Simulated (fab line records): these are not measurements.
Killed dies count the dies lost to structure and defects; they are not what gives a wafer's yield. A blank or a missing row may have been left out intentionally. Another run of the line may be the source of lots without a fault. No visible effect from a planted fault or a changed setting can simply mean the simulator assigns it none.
fab line records | flow sky130
record lots=5 | wafers=15 | last-day=50
route steps=708 shown FIELD_ISO@6 PAD_OPEN@708
lots with no fault: from the same line, run without faults
start-h: hours from the record's first day to the start of the lot's first wafer shown | wait-h: hours since the lot's step before | " identical to the entry in the row above | L1.1+2: several wafers, shown together as one row | - no value, or no start was given | * or withheld: withheld | < > ~ a bound
route shown NAME@n: NAME is a module with steps in the file, n the number in the route of the first one | usual: average and standard deviation across the fault-free wafers | same: alike in all rows | chamber/n: place in a boat | sites: readings site by site | _std_site: how widely they spread, as a standard deviation | _edge_site: the outer-site mean with the inner-site mean subtracted | radius-mm: for every site, how far away it sits from the centre of the wafer | mask NAME#n: copy n | behind: tool/chamber where the wafer was last shaped | hold: the reason the lot was held/the length of the hold in hours/how it ended | device: whichever transistor did not switch (one of n, p or np) | end of line: at the end of the route, the tests of the same wafers | for a step that has no rows: nothing shown but its recipe | killed: not the wafer's yield, but the dies lost to structure and defects at the first sort | map: dies across one wafer; x = killed, . = not, _ = none there
set.NAME: the setting that was run; set.NAME@STEP: the one run at that earlier step | model.NAME: the simulator's own value behind a step, which no gauge read
certain route steps with their lots: each step a table, each wafer a row
services: when a tool's chamber went out of use (start-h, in hours from the record's first day, below 0 if earlier), for how many hours, and the reason
## steps
# step SKY_FIELD_ISO_DEHYDRATE_05
# recipe temp-c=200 | time-s=60
# step SKY_FIELD_ISO_HMDS_06
# recipe prime-time-s=60 | prime-temp-c=120
# step SKY_FIELD_ISO_COAT_07
# recipe resist=BARC | temp-c=withheld | time-s=withheld | spin-rpm=3000 | resist-thk-nm=60
# step SKY_FIELD_ISO_COAT_08
# recipe resist=KrF-thick | spin-rpm=3000 | resist-thk-nm=450
# step SKY_FIELD_ISO_SOFTBAKE_09
# recipe temp-c=100 | time-s=90 | resist=KrF-thick
# step SKY_FIELD_ISO_EXPOSE_10
# recipe mask-id=FOM | na=0.68 | source-shape=annular | sigma-inner=0.4 | sigma-outer=0.8 | target-cd-nm=150 | dose-mj=28
# step SKY_FIELD_ISO_PEB_11
# recipe peb-temp-c=withheld | peb-time-s=withheld | resist=KrF-thick
# step SKY_FIELD_ISO_DEVELOP_12
# recipe develop-time-s=60 | resist=KrF-thick | dev-temp-c=21
# step SKY_FIELD_ISO_CD_MEAS_13
# recipe target-cd-nm=150
# usual cd-nm=150.1/1.4
lot.wafer | tool      | chamber | start-h | wait-h | cd-nm
L147.2    | cd-sem-02 | -       | 40.97   | -      | 148.8
L147.3    | "         | -       | "       | "      | 148.4
L147.4    | "         | -       | "       | "      | 150.5
L149.1    | cd-sem-02 | -       | 49.45   | -      | 150.8
L149.2    | "         | -       | "       | "      | 149.1
L149.4    | "         | -       | "       | "      | 149.9
L159.1    | cd-sem-02 | -       | 101.88  | -      | 154.0
L159.4    | "         | -       | "       | "      | 151.3
L159.6    | "         | -       | "       | "      | 153.4
L161.3    | cd-sem-01 | -       | 111.49  | -      | 149.4
L161.4    | "         | -       | "       | "      | 150.4
L161.6    | "         | -       | "       | "      | 150.7
L164.2    | cd-sem-02 | -       | 127.32  | -      | 148.0
L164.3    | "         | -       | "       | "      | 148.6
L164.6    | "         | -       | "       | "      | 147.8
# step SKY_FIELD_ISO_ETCH_14
# recipe chemistry=N2/H2 | target=BARC | ion-energy-ev=200 | source-w=500 | bias-w=100 | pressure-mtorr=30 | n2-flow-sccm=100 | h2-flow-sccm=200 | stop-on=SiO2 | time-s=45.9 | target-depth-a=600
# usual drypump-motor-current-A=5.6/0.45 | oes-product-au=0.855/0.0047 | run-length-s=74.4/0.45 | throttle-valve-pct=13.225/0.0093
lot.wafer | tool        | chamber | start-h | wait-h | drypump-motor-current-A | oes-product-au | rf-hours-counter-h | run-length-s | throttle-valve-pct
L147.2    | rie-diel-02 | 3       | 41.07   | 0.1    | 6.3                     | 0.864          | 82                 | 74.7         | 13.239
L147.3    | "           | 0       | "       | "      | 5.2                     | 0.851          | 3                  | 74.8         | 13.213
L147.4    | "           | 2       | "       | "      | 5.5                     | 0.852          | -                  | 74.0         | 13.224
L149.1    | rie-diel-02 | 1       | 49.57   | 0.1    | 5.7                     | 0.856          | 0                  | 74.0         | 13.217
L149.2    | "           | 2       | "       | "      | 5.5                     | 0.854          | 7                  | 74.3         | 13.234
L149.4    | "           | 3       | "       | "      | 6.2                     | 0.857          | 82                 | 74.5         | 13.225
L159.1    | rie-diel-04 | 3       | 102.00  | 0.1    | 5.6                     | 0.855          | 142                | 74.0         | 13.222
L159.4    | "           | 2       | "       | "      | 5.6                     | 0.854          | 87                 | 74.4         | 13.242
L159.6    | "           | 0       | "       | "      | 6.2                     | 0.854          | -                  | 75.0         | 13.238
L161.3    | rie-diel-04 | 0       | 111.57  | 0.1    | 6.2                     | 0.850          | 140                | 74.9         | 13.211
L161.4    | "           | 2       | "       | "      | 5.7                     | 0.857          | 87                 | 74.4         | 13.219
L161.6    | "           | 1       | "       | "      | 5.2                     | 0.857          | -                  | 73.2         | 13.219
L164.2    | rie-diel-04 | 3       | 127.42  | 0.1    | 5.6                     | 0.851          | 142                | 74.0         | 13.213
L164.3    | "           | 2       | "       | "      | 5.6                     | 0.853          | 88                 | 74.3         | 13.221
L164.6    | "           | 2       | "       | "      | 5.6                     | 0.851          | -                  | 74.1         | 13.239
# step SKY_FIELD_ISO_ETCH_15
# recipe chemistry=CHF3/O2 | target-depth-nm=180 | stop-on=Si | source-w=600 | bias-w=200 | pressure-mtorr=40 | chf3-flow-sccm=50 | O2_flow_sccm=5 | time-s=72
# usual drypump-motor-current-A=5.6/0.45 | oes-product-au=0.943/0.0074 | run-length-s=100.4/0.45 | throttle-valve-pct=8.842/0.0087
lot.wafer | tool        | chamber | start-h | wait-h | drypump-motor-current-A | oes-product-au | rf-hours-counter-h | run-length-s | throttle-valve-pct
L147.2    | rie-diel-02 | 3       | 41.11   | 0.0    | 6.3                     | 0.949          | 82                 | 100.9        | 8.852
L147.3    | "           | 0       | "       | "      | 5.2                     | 0.946          | 3                  | 100.3        | 8.857
L147.4    | "           | 2       | "       | "      | 5.5                     | 0.947          | -                  | 100.0        | 8.836
L149.1    | rie-diel-02 | 1       | 49.61   | 0.0    | 5.7                     | 0.952          | 0                  | 100.7        | 8.848
L149.2    | "           | 2       | "       | "      | 5.5                     | 0.955          | 7                  | 99.9         | 8.837
L149.4    | "           | 3       | "       | "      | 6.2                     | 0.942          | 82                 | 100.6        | 8.858
L159.1    | rie-diel-04 | 3       | 102.04  | 0.0    | 5.6                     | 0.942          | 142                | 101.0        | 8.836
L159.4    | "           | 2       | "       | "      | 5.6                     | 0.941          | 87                 | 100.3        | 8.826
L159.6    | "           | 0       | "       | "      | 6.2                     | 0.941          | -                  | 100.9        | 8.829
L161.3    | rie-diel-04 | 0       | 111.61  | 0.0    | 6.2                     | 0.932          | 141                | 101.2        | 8.843
L161.4    | "           | 2       | "       | "      | 5.6                     | 0.944          | 88                 | 100.5        | 8.823
L161.6    | "           | 1       | "       | "      | 5.2                     | 0.943          | -                  | 99.6         | 8.850
L164.2    | rie-diel-04 | 3       | 127.46  | 0.0    | 5.6                     | 0.937          | 143                | 100.4        | 8.836
L164.3    | "           | 2       | "       | "      | 5.6                     | 0.939          | 88                 | 100.2        | 8.846
L164.6    | "           | 2       | "       | "      | 5.6                     | 0.937          | -                  | 100.2        | 8.848
# step SKY_FIELD_ISO_STRIP_16
# recipe chemistry=O2/N2 | power-w=1400 | pressure-mtorr=1500 | platen-temp-c=withheld | o2-flow-sccm=3000 | n2-flow-sccm=300 | overash-fraction=0.5
# usual drypump-motor-current-A=6.1/0.6 | oes-product-au=0.378/0.0044 | strip-time-to-endpoint-s=3.552/0.023
# same overash-fraction=0.5
lot.wafer | tool            | chamber | start-h | wait-h | drypump-motor-current-A | oes-product-au | rf-hours-counter-h | strip-time-to-endpoint-s
L147.2    | plasma-asher-01 | 1       | 41.17   | 0.0    | 4.8                     | 0.375          | 36                 | 3.521
L147.3    | "               | 1       | "       | "      | 4.8                     | 0.377          | -                  | 3.542
L147.4    | "               | 0       | "       | "      | 5.7                     | 0.384          | -                  | 3.556
L149.1    | plasma-asher-02 | 0       | 49.67   | 0.0    | 6.4                     | 0.377          | 22                 | 3.541
L149.2    | "               | 1       | "       | "      | 6.0                     | 0.378          | 22                 | 3.540
L149.4    | "               | 1       | "       | "      | 6.0                     | 0.377          | -                  | 3.538
L159.1    | plasma-asher-04 | 0       | 102.10  | 0.0    | 6.8                     | 0.376          | 43                 | 3.528
L159.4    | "               | 1       | "       | "      | 5.8                     | 0.370          | -                  | 3.510
L159.6    | "               | 1       | "       | "      | 5.8                     | 0.383          | -                  | 3.562
L161.3    | plasma-asher-04 | 1       | 111.70  | 0.1    | 5.8                     | 0.375          | -                  | 3.561
L161.4    | "               | 0       | "       | "      | 6.8                     | 0.377          | -                  | 3.543
L161.6    | "               | 1       | "       | "      | 5.8                     | 0.377          | -                  | 3.582
L164.2    | plasma-asher-02 | 0       | 127.52  | 0.0    | 6.3                     | 0.376          | 30                 | 3.522
L164.3    | "               | 0       | "       | "      | 6.3                     | 0.384          | -                  | 3.543
L164.6    | "               | 1       | "       | "      | 6.0                     | 0.370          | -                  | 3.508
# step SKY_FIELD_ISO_ETCH_17
# recipe target-depth-a=3420 | mask-material=Si3N4 | chemistry=HBr/Cl2/O2 | target=Si | taper-deg=5 | icp-w=600 | bias-w=150 | pressure-mtorr=15 | HBr_flow_sccm=150 | Cl2_flow_sccm=40 | O2_flow_sccm=6 | time-s=97.7
# usual HBr_flow_sccm=150.0/0.43 | drypump-motor-current-A=6.2/0.42 | oes-product-au=1.003/0.0072 | run-length-s=126.2/0.41 | throttle-valve-pct=25.654/0.01
lot.wafer | tool      | chamber | start-h | wait-h | HBr_flow_sccm | drypump-motor-current-A | oes-product-au | rf-hours-counter-h | run-length-s | throttle-valve-pct | model.etch.depth-nm | model.FIELD_ISO.feature-depth-nm
L147.2    | rie-si-01 | 2       | 41.27   | 0.1    | 150.0         | 6.1                     | 1.003          | 2                  | 126.2        | 25.619             | 340.3               | 340.3
L147.3    | "         | 0       | "       | "      | 149.6         | 6.1                     | 0.998          | 23                 | 127.4        | 25.660             | 341.5               | 341.5
L147.4    | "         | 3       | "       | "      | 149.9         | 6.3                     | 0.994          | 112                | 126.1        | 25.645             | 342.1               | 342.1
L149.1    | rie-si-01 | 3       | 49.77   | 0.1    | 150.2         | 6.4                     | 1.006          | 112                | 126.5        | 25.654             | 341.1               | 341.1
L149.2    | "         | 1       | "       | "      | 149.8         | 6.6                     | 0.995          | 1                  | 125.6        | 25.653             | 338                 | 338
L149.4    | "         | 0       | "       | "      | 150.5         | 6.1                     | 0.994          | -                  | 126.7        | 25.666             | 339                 | 339
L159.1    | rie-si-01 | 0       | 102.20  | 0.1    | 149.8         | 6.1                     | 1.009          | 24                 | 130.1        | 25.644             | 359.4               | 359.4
L159.4    | "         | 1       | "       | "      | 150.2         | 6.6                     | 1.004          | 1                  | 126.4        | 25.639             | 346.1               | 346.1
L159.6    | "         | 2       | "       | "      | 148.8         | 6.0                     | 1.012          | -                  | 126.2        | 25.645             | 348.2               | 348.2
L161.3    | rie-si-02 | 1       | 111.77  | 0.0    | 149.7         | 5.2                     | 0.996          | 60                 | 126.0        | 25.648             | 340.3               | 340.3
L161.4    | "         | 2       | "       | "      | 149.9         | 6.8                     | 1.004          | 116                | 125.8        | 25.650             | 344.6               | 344.6
L161.6    | "         | 1       | "       | "      | 150.0         | 5.2                     | 1.001          | -                  | 125.9        | 25.650             | 343                 | 343
L164.2    | rie-si-02 | 2       | 127.62  | 0.1    | 150.2         | 6.7                     | 1.004          | 116                | 125.5        | 25.663             | 347.3               | 347.3
L164.3    | "         | 1       | "       | "      | 149.7         | 5.2                     | 1.002          | 60                 | 125.8        | 25.644             | 342.9               | 342.9
L164.6    | "         | 0       | "       | "      | 149.8         | 6.6                     | 1.001          | -                  | 126.5        | 25.672             | 341.8               | 341.8
# step SKY_FIELD_ISO_WET_ETCH_18
# recipe chemistry=H3PO4 | target-depth-nm=25 | temp-c=160 | target=Si3N4 | time-s=286
# step SKY_PAD_OPEN_PROBE_99
# usual killed_at_M0_to_M3=43/6.7 | killed_at_M4_up=3.2/1.8 | killed-at-contacts=25/5.2 | killed-at-front-end=15/4.4 | killed-at-other=0.2/0.4 | killed-dies=87/9.3 | killed-on-rim=17/4 | killed-open=48/7.1 | killed-short=39/6
# same gross-dies=492 | killed-at-back-side=0
lot.wafer | tool      | chamber | start-h | wait-h | killed_at_M0_to_M3 | killed_at_M4_up | killed-at-contacts | killed-at-front-end | killed-at-other | killed-dies | killed-on-rim | killed-open | killed-short | model.etest.res_p_drift_20v.line-ohm-um | model.etest.res_p_drift_20v.rs-ohm-sq | model.etest.pfet_16v.r-on-ohm-um | model.etest.res-iso-pwell.rs-ohm-sq | model.etest.res-iso-pwell.line-ohm-um | model.etest.pfet_16v.drive-ua-um | model.etest.cap-poly-to-well.c-af-um2 | model.etest.field-p.vt-v
L147.2    | prober-01 | -       | 1084.18 | 0.1    | 48                 | 5               | 33                 | 11                  | 0               | 97          | 20            | 52          | 45           | 1.103e+04                               | 9207                                  | 1.534e+04                        | 3298                                | 1273                                  | 244.1                            | 90.98                                 | -41.47
L147.3    | prober-01 | -       | 1084.23 | 0.2    | 51                 | 3               | 16                 | 17                  | 0               | 87          | 19            | 37          | 50           | 1.127e+04                               | 9500                                  | 1.552e+04                        | 3375                                | 1285                                  | 243.3                            | 93.01                                 | -41.89
L147.4    | prober-01 | -       | 1084.28 | 0.2    | 39                 | 3               | 31                 | 11                  | 0               | 84          | 14            | 44          | 40           | 1.115e+04                               | 9463                                  | 1.56e+04                         | 3434                                | 1311                                  | 243.8                            | 92.61                                 | -42.34
L149.1    | prober-01 | -       | 1101.16 | 0.1    | 49                 | 2               | 35                 | 17                  | 0               | 103         | 18            | 57          | 46           | 1.121e+04                               | 9188                                  | 1.485e+04                        | 2834                                | 1076                                  | 249.8                            | 93.29                                 | -38.61
L149.2    | prober-01 | -       | 1101.21 | 0.1    | 42                 | 10              | 20                 | 15                  | 1               | 88          | 14            | 50          | 38           | 1.11e+04                                | 9125                                  | 1.486e+04                        | 2810                                | 1063                                  | 251.1                            | 91.81                                 | -38.35
L149.4    | prober-01 | -       | 1101.31 | 0.2    | 46                 | 2               | 32                 | 20                  | 0               | 100         | 16            | 58          | 42           | 1.107e+04                               | 9198                                  | 1.478e+04                        | 2788                                | 1056                                  | 249.7                            | 93.18                                 | -38.26
L159.1    | prober-01 | -       | 1159.93 | 0.1    | 45                 | 4               | 18                 | 10                  | 0               | 77          | 22            | 45          | 32           | 1.178e+04                               | 9929                                  | 1.584e+04                        | 3474                                | 1324                                  | 240.1                            | 88.78                                 | -44.46
L159.4    | prober-01 | -       | 1160.08 | 0.2    | 33                 | 2               | 25                 | 15                  | 1               | 76          | 12            | 38          | 38           | 1.094e+04                               | 9133                                  | 1.525e+04                        | 3110                                | 1173                                  | 242.4                            | 90.03                                 | -41.74
L159.6    | prober-01 | -       | 1160.18 | 0.2    | 54                 | 2               | 24                 | 24                  | 1               | 105         | 20            | 55          | 50           | 1.107e+04                               | 9224                                  | 1.524e+04                        | 3137                                | 1182                                  | 244.8                            | 88.64                                 | -41.91
L161.3    | prober-01 | -       | 1165.60 | 0.2    | 48                 | 4               | 32                 | 16                  | 0               | 100         | 18            | 58          | 42           | 1.126e+04                               | 9447                                  | 1.523e+04                        | 2835                                | 1059                                  | 241                              | 92.59                                 | -42.24
L161.4    | prober-01 | -       | 1165.65 | 0.2    | 35                 | 6               | 31                 | 20                  | 0               | 92          | 21            | 51          | 41           | 1.162e+04                               | 9708                                  | 1.543e+04                        | 2946                                | 1098                                  | 239.2                            | 90.89                                 | -43.29
L161.6    | prober-01 | -       | 1165.75 | 0.2    | 41                 | 6               | 18                 | 20                  | 0               | 85          | 17            | 45          | 40           | 1.167e+04                               | 9654                                  | 1.533e+04                        | 2887                                | 1100                                  | 237.8                            | 91.9                                  | -42.96
L164.2    | prober-02 | -       | 1188.10 | 0.1    | 41                 | 5               | 21                 | 20                  | 0               | 87          | 8             | 48          | 39           | 1.135e+04                               | 9683                                  | 1.528e+04                        | 3133                                | 1172                                  | 240.2                            | 88.32                                 | -42.01
L164.3    | prober-02 | -       | 1188.15 | 0.2    | 37                 | 6               | 33                 | 12                  | 0               | 88          | 17            | 48          | 40           | 1.11e+04                                | 9275                                  | 1.509e+04                        | 3041                                | 1130                                  | 244.1                            | 91.46                                 | -41.11
L164.6    | prober-02 | -       | 1188.30 | 0.2    | 28                 | 3               | 27                 | 10                  | 0               | 68          | 18            | 32          | 36           | 1.112e+04                               | 9227                                  | 1.511e+04                        | 2946                                | 1119                                  | 244.3                            | 95.77                                 | -40.58
# killed by level:class
L147.2 LI_CONTACT:geometric-particle:open=12 METAL1:geometric-particle:short=11 VIA1:geometric-particle:open=10 VIA3:geometric-particle:open=9 LOCAL_INTERCONNECT:geometric-particle:short=6 CONTACT:geometric-particle:short=6 VIA2:geometric-particle:open=5 METAL2:geometric-particle:short=5
L147.3 VIA1:geometric-particle:short=8 VIA3:geometric-particle:open=7 METAL1:geometric-particle:short=7 POLY_GATE:geometric-particle:short=6 LOCAL_INTERCONNECT:geometric-particle:short=6 VIA1:geometric-particle:open=6 CONTACT:geometric-particle:short=5 VIA3:geometric-particle:short=5
L147.4 VIA1:geometric-particle:open=10 CONTACT:geometric-particle:open=8 LI_CONTACT:geometric-particle:open=7 METAL1:geometric-particle:short=7 VIA2:geometric-particle:open=6 POLY_GATE:geometric-particle:open=5 LI_CONTACT:geometric-particle:short=5 CONTACT:geometric-particle:short=5
L149.1 CONTACT:geometric-particle:open=15 VIA1:geometric-particle:open=10 VIA2:geometric-particle:open=8 VIA3:geometric-particle:open=8 CONTACT:geometric-particle:short=6 METAL2:geometric-particle:short=6 FIELD_ISO:geometric-particle:short=5 LI_CONTACT:geometric-particle:open=5
L149.2 CONTACT:geometric-particle:open=11 VIA1:geometric-particle:open=8 METAL4:geometric-particle:short=8 VIA1:geometric-particle:short=6 VIA3:geometric-particle:open=6 METAL1:geometric-particle:short=6 METAL2:geometric-particle:short=5 FIELD_ISO:geometric-particle:open=4
L149.4 CONTACT:geometric-particle:open=13 LI_CONTACT:geometric-particle:open=10 FIELD_ISO:geometric-particle:short=9 VIA1:geometric-particle:open=9 VIA3:geometric-particle:open=7 VIA2:geometric-particle:open=7 FIELD_ISO:geometric-particle:open=6 METAL3:geometric-particle:short=5
L159.1 VIA1:geometric-particle:open=8 METAL2:geometric-particle:short=8 VIA2:geometric-particle:open=7 CONTACT:geometric-particle:open=7 VIA3:geometric-particle:open=7 LI_CONTACT:geometric-particle:open=5 FIELD_ISO:geometric-particle:open=4 VIA1:geometric-particle:short=4
L159.4 CONTACT:geometric-particle:open=9 FIELD_ISO:geometric-particle:short=7 VIA2:geometric-particle:open=6 LI_CONTACT:geometric-particle:open=5 VIA1:geometric-particle:open=5 METAL2:geometric-particle:short=5 METAL1:geometric-particle:short=4 LI_CONTACT:geometric-particle:short=4
L159.6 FIELD_ISO:geometric-particle:open=10 METAL2:geometric-particle:short=10 VIA1:geometric-particle:open=10 CONTACT:geometric-particle:open=9 METAL1:geometric-particle:short=6 LI_CONTACT:geometric-particle:short=5 VIA2:geometric-particle:open=5 VIA3:geometric-particle:open=5
L161.3 CONTACT:geometric-particle:open=14 VIA1:geometric-particle:open=12 LI_CONTACT:geometric-particle:open=8 VIA2:geometric-particle:open=7 LOCAL_INTERCONNECT:geometric-particle:short=6 METAL1:geometric-particle:short=6 VIA3:geometric-particle:open=6 SPACER:geometric-particle:short=5
L161.4 CONTACT:geometric-particle:open=13 VIA1:geometric-particle:open=8 VIA3:geometric-particle:open=8 LOCAL_INTERCONNECT:geometric-particle:short=6 FIELD_ISO:geometric-particle:open=5 FIELD_ISO:geometric-particle:short=5 METAL2:geometric-particle:short=5 POLY_GATE:geometric-particle:open=4
L161.6 VIA1:geometric-particle:open=9 VIA1:geometric-particle:short=7 VIA2:geometric-particle:open=7 LI_CONTACT:geometric-particle:open=6 METAL1:geometric-particle:short=6 VIA3:geometric-particle:open=6 METAL4:geometric-particle:short=5 FIELD_ISO:geometric-particle:short=4
L164.2 VIA3:geometric-particle:open=11 CONTACT:geometric-particle:open=9 LI_CONTACT:geometric-particle:open=5 VIA2:geometric-particle:open=5 POLY_GATE:geometric-particle:open=4 POLY_GATE:geometric-particle:short=4 SPACER:geometric-particle:short=4 METAL1:geometric-particle:short=4
L164.3 LI_CONTACT:geometric-particle:open=12 CONTACT:geometric-particle:open=11 METAL1:geometric-particle:short=7 LOCAL_INTERCONNECT:geometric-particle:short=6 METAL2:geometric-particle:short=5 VIA1:geometric-particle:open=5 VIA1:geometric-particle:short=5 METAL4:geometric-particle:short=4
L164.6 LI_CONTACT:geometric-particle:open=9 LI_CONTACT:geometric-particle:short=6 VIA1:geometric-particle:open=6 LOCAL_INTERCONNECT:geometric-particle:short=5 VIA3:geometric-particle:open=5 FIELD_ISO:geometric-particle:short=4 CONTACT:geometric-particle:open=4 METAL1:geometric-particle:short=4
## services
tool            | chamber | start-h | hours | kind
plasma-asher-01 | -       | 20.45   | 2.0   | repair
rie-diel-02     | 1       | 24.06   | -     | clean
rie-diel-02     | 1       | 24.06   | 19.9  | scheduled-down
rie-diel-02     | 1       | 24.06   | 19.9  | vent-cycle
plasma-asher-04 | -       | 37.62   | 2.6   | repair
plasma-asher-01 | -       | 44.27   | 17.3  | repair
rie-si-01       | 2       | 46.41   | 5.9   | repair
rie-si-01       | 3       | 83.05   | 6.4   | repair
plasma-asher-01 | -       | 108.75  | 9.0   | pm
plasma-asher-01 | 0       | 108.75  | 9.0   | vent-cycle
plasma-asher-01 | 1       | 108.75  | 9.0   | vent-cycle
plasma-asher-01 | 0       | 117.75  | -     | clean
plasma-asher-01 | 1       | 117.75  | -     | clean
rie-diel-02     | 1       | 126.27  | 12.9  | repair
## key
first-sign step=SKY_FIELD_ISO_ETCH_17 | reading=run-length-s | direction=up | sigmas=9.7 | usual=* | struck=*
effect none on later readings
model-effect step=SKY_FIELD_ISO_ETCH_17 | value=etch.depth-nm | without=347.1 | struck=359.4
model-effect step=SKY_PAD_OPEN_PROBE_99 | value=etest.res_p_drift_20v.line-ohm-um | without=1.094e+04 | struck=1.178e+04
met-at SKY_FIELD_ISO_ETCH_17
struck-wafers L159.1
tester-left-out L159
onset-between 49.77 102.20
fault kind=process-parameter-drift | tool=rie-si-01 | chamber=0 | onset-h=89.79 | steps=SKY_FIELD_ISO_ETCH_17 | channel=time-s | offset=* | shape=step | end-h=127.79 | acts-in=* | stated=*
# tester-left-out: of these lots the tester's yield and bins aren't shown, on N5 and GAA mostly nor the transistor test; their killed dies are dies lost to structure and defects alone, not to doping, threshold or leakage, so they don't give the yield
